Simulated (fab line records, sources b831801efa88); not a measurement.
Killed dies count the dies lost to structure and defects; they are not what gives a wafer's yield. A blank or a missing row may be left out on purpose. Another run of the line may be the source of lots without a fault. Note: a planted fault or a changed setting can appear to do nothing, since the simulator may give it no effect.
Which tool did it?    flow sky130    36 wafers from 12 lots sampled at 5 of the route's 708 steps

== WHAT EACH GAUGE READ, for each wafer ==
SKY_CONTACT_THK_MEAS_03. Usual: CONTACT_HDPCVD_THK 567 nm, standard deviation 8.
lot   measured      on             CONTACT_HDPCVD_THK (nm)  flag
L524  day 30 18:16  film_metro-03  568 560 572              
L527  day 31 19:58  film_metro-03  566 551 553              
L528  day 32 07:12  film_metro-03  577 579 579              
L529  day 32 14:02  film_metro-04  573 577 580              
L531  day 33 05:55  film_metro-03  575 573 577              
L533  day 34 04:35  film_metro-01  535 537 538              OFF
L534  day 34 06:52  film_metro-03  527 532 538              OFF
L535  day 34 15:11  film_metro-04  539 534 541              OFF
L542  day 36 14:45  film_metro-04  548 567 554              
L543  day 36 19:42  film_metro-03  554 569 556              
L545  day 37 09:37  film_metro-04  569 569 567              
L546  day 37 17:20  film_metro-03  556 555 560              

SKY_CONTACT_CD_MEAS_14: target cd 170 nm. Usual: cd_nm at 170.2 nm, with a standard deviation of 1.5.
lot   measured      on         cd_nm (nm)         flag
L524  day 31 22:31  cd_sem-01  170.1 169.3 170.8  
L527  day 32 23:50  cd_sem-01  168.9 168.9 171.4  
L528  day 33 10:11  cd_sem-02  169.4 169.3 169.2  
L529  day 33 17:29  cd_sem-02  167.8 169.7 168.2  
L531  day 34 08:41  cd_sem-01  170.5 172.7 171.0  
L533  day 35 07:38  cd_sem-01  168.3 168.4 168.3  
L534  day 35 09:52  cd_sem-01  170.4 170.0 167.3  
L535  day 35 17:56  cd_sem-02  169.3 170.3 169.5  
L542  day 37 17:20  cd_sem-02  171.1 171.3 169.8  
L543  day 37 21:55  cd_sem-02  171.4 171.2 170.1  
L545  day 38 12:02  cd_sem-02  170.0 168.9 169.6  
L546  day 38 18:56  cd_sem-02  170.8 173.1 171.2  

== TOOL THAT RAN EACH LOT (tool first, then ch and the chambers of the sampled wafers, then the start) ==
lot   SKY_LI_CONTACT_STRIP_16               SKY_LI_CONTACT_SPUTTER_20     SKY_CONTACT_HDPCVD_02
L524  plasma_asher-01 ch 0,1, day 29 10:54  pvd_sputter-01, day 29 11:17  hdpcvd-02 ch 0,1, day 30 18:11
L527  plasma_asher-01 ch 0,1, day 30 13:56  pvd_sputter-01, day 30 14:17  hdpcvd-02 ch 0,1,2, day 31 19:52
L528  plasma_asher-04 ch 0,1, day 31 01:36  pvd_sputter-01, day 31 01:59  hdpcvd-01 ch 0,1, day 32 07:08
L529  plasma_asher-01 ch 0,1, day 31 08:20  pvd_sputter-04, day 31 08:43  hdpcvd-01 ch 0,2, day 32 13:58
L531  plasma_asher-01 ch 0,1, day 32 00:18  pvd_sputter-01, day 32 00:40  hdpcvd-01 ch 1,2, day 33 05:51
L533  plasma_asher-03 ch 0,1, day 32 23:59  pvd_sputter-04, day 33 00:20  hdpcvd-01 ch 1,2, day 34 04:29
L534  plasma_asher-01 ch 0,1, day 33 02:25  pvd_sputter-03, day 33 02:47  hdpcvd-01 ch 1,2, day 34 06:47
L535  plasma_asher-03 ch 0,1, day 33 09:53  pvd_sputter-01, day 33 10:13  hdpcvd-01 ch 0,1,2, day 34 15:08
L542  plasma_asher-03 ch 0,1, day 35 10:32  pvd_sputter-01, day 35 10:55  hdpcvd-02 ch 0,1, day 36 14:41
L543  plasma_asher-03 ch 0,1, day 35 15:37  pvd_sputter-01, day 35 16:09  hdpcvd-02 ch 0,1,2, day 36 19:38
L545  plasma_asher-03 ch 0,1, day 36 05:19  pvd_sputter-04, day 36 05:41  hdpcvd-01 ch 0,1,2, day 37 09:32
L546  plasma_asher-01 ch 0,1, day 36 13:01  pvd_sputter-01, day 36 13:23  hdpcvd-01 ch 1,2, day 37 17:16
- SKY_LI_CONTACT_STRIP_16: strips in O2/N2.
- SKY_LI_CONTACT_SPUTTER_20: material TiN, target thk 20 nm, time 80 s.
- SKY_CONTACT_HDPCVD_02: deposits SiO2, target thk 565 nm, time 94.2 s.

== WHAT THE TOOLS THEMSELVES READ (means of the sampled wafers that have a number; where no wafer has one, the mark that the record gives instead) ==
SKY_LI_CONTACT_STRIP_16. Usual: drypump_motor_current_A 5.6 A, standard deviation 0.36; oes_product_au 0.376 a.u., standard deviation 0.0045; strip_time_to_endpoint_s 3.50 s, standard deviation 0.036.
lot   tool             drypump_motor_current_A (A)  oes_product_au (a.u.)  strip_time_to_endpoint_s (s)  flag
L524  plasma_asher-01  5.7                          0.378                  3.50                          
L527  plasma_asher-01  5.6                          0.373                  3.47                          
L528  plasma_asher-04  5.7                          0.379                  3.51                          
L529  plasma_asher-01  5.7                          0.377                  3.49                          
L531  plasma_asher-01  5.7                          0.374                  3.51                          
L533  plasma_asher-03  5.4                          0.378                  3.52                          
L534  plasma_asher-01  5.6                          0.381                  3.52                          
L535  plasma_asher-03  5.4                          0.372                  3.47                          
L542  plasma_asher-03  5.6                          0.379                  3.50                          
L543  plasma_asher-03  5.4                          0.380                  3.50                          
L545  plasma_asher-03  5.3                          0.371                  3.47                          
L546  plasma_asher-01  5.6                          0.376                  3.50                          

SKY_LI_CONTACT_SPUTTER_20. Usual: cathode_dc_power_W 4000.0 W, standard deviation 0.82; throttle_valve_pct 30.1 %, standard deviation 0.76.
lot   tool            cathode_dc_power_W (W)  throttle_valve_pct (%)  flag
L524  pvd_sputter-01  3999.8                  30.6                    
L527  pvd_sputter-01  3999.6                  30.7                    
L528  pvd_sputter-01  3999.9                  30.6                    
L529  pvd_sputter-04  3999.8                  29.4                    
L531  pvd_sputter-01  4000.1                  30.4                    
L533  pvd_sputter-04  3999.5                  29.4                    
L534  pvd_sputter-03  3999.9                  29.6                    
L535  pvd_sputter-01  3999.8                  30.5                    
L542  pvd_sputter-01  3999.8                  30.4                    
L543  pvd_sputter-01  3999.4                  30.8                    
L545  pvd_sputter-04  4000.3                  29.6                    
L546  pvd_sputter-01  3999.9                  30.7                    

SKY_CONTACT_HDPCVD_02. Usual: run_length_s 122.3 s, standard deviation 0.8; susceptor_temp_C 600.0 C, standard deviation 0.31.
lot   tool       run_length_s (s)  susceptor_temp_C (C)  flag
L524  hdpcvd-02  123.3             600.2                 
L527  hdpcvd-02  122.8             600.0                 
L528  hdpcvd-01  122.0             600.0                 
L529  hdpcvd-01  121.4             600.1                 
L531  hdpcvd-01  122.2             599.9                 
L533  hdpcvd-01  116.7             -                     OFF
L534  hdpcvd-01  116.5             -                     OFF
L535  hdpcvd-01  116.4             -                     OFF
L542  hdpcvd-02  123.5             600.1                 
L543  hdpcvd-02  123.0             599.6                 
L545  hdpcvd-01  121.9             600.1                 
L546  hdpcvd-01  122.3             600.2                 

== THE ANSWER, worked out from the rows above alone ==
Rule: a lot counts as off when the mean over its wafers that have a number is more than 3 standard deviations away from the usual mean. A lot without any number at a reading at which 4 lots or more have one is off too. All remaining lots with rows at the step are treated as sound. Order of review: gauges by route order, followed by the tools' own readings, for which a lot's mean as printed above is used. At the first step where some lot is off, the reading lying furthest off is the one used; lots without a number count as furthest.
Off: at SKY_CONTACT_THK_MEAS_03 (CONTACT_HDPCVD_THK), L533, L534, L535.
A tool fits if, at a process step before that reading, it ran every lot that is off, and no sound lot after the first of them. Not tried: the gauges at SKY_CONTACT_THK_MEAS_03; whatever is off there is also off at SKY_CONTACT_HDPCVD_02, on other tools, and gauge error can't account for it. No candidate that was tried fits.

== WHAT THE SIMULATOR HAD PUT IN ==
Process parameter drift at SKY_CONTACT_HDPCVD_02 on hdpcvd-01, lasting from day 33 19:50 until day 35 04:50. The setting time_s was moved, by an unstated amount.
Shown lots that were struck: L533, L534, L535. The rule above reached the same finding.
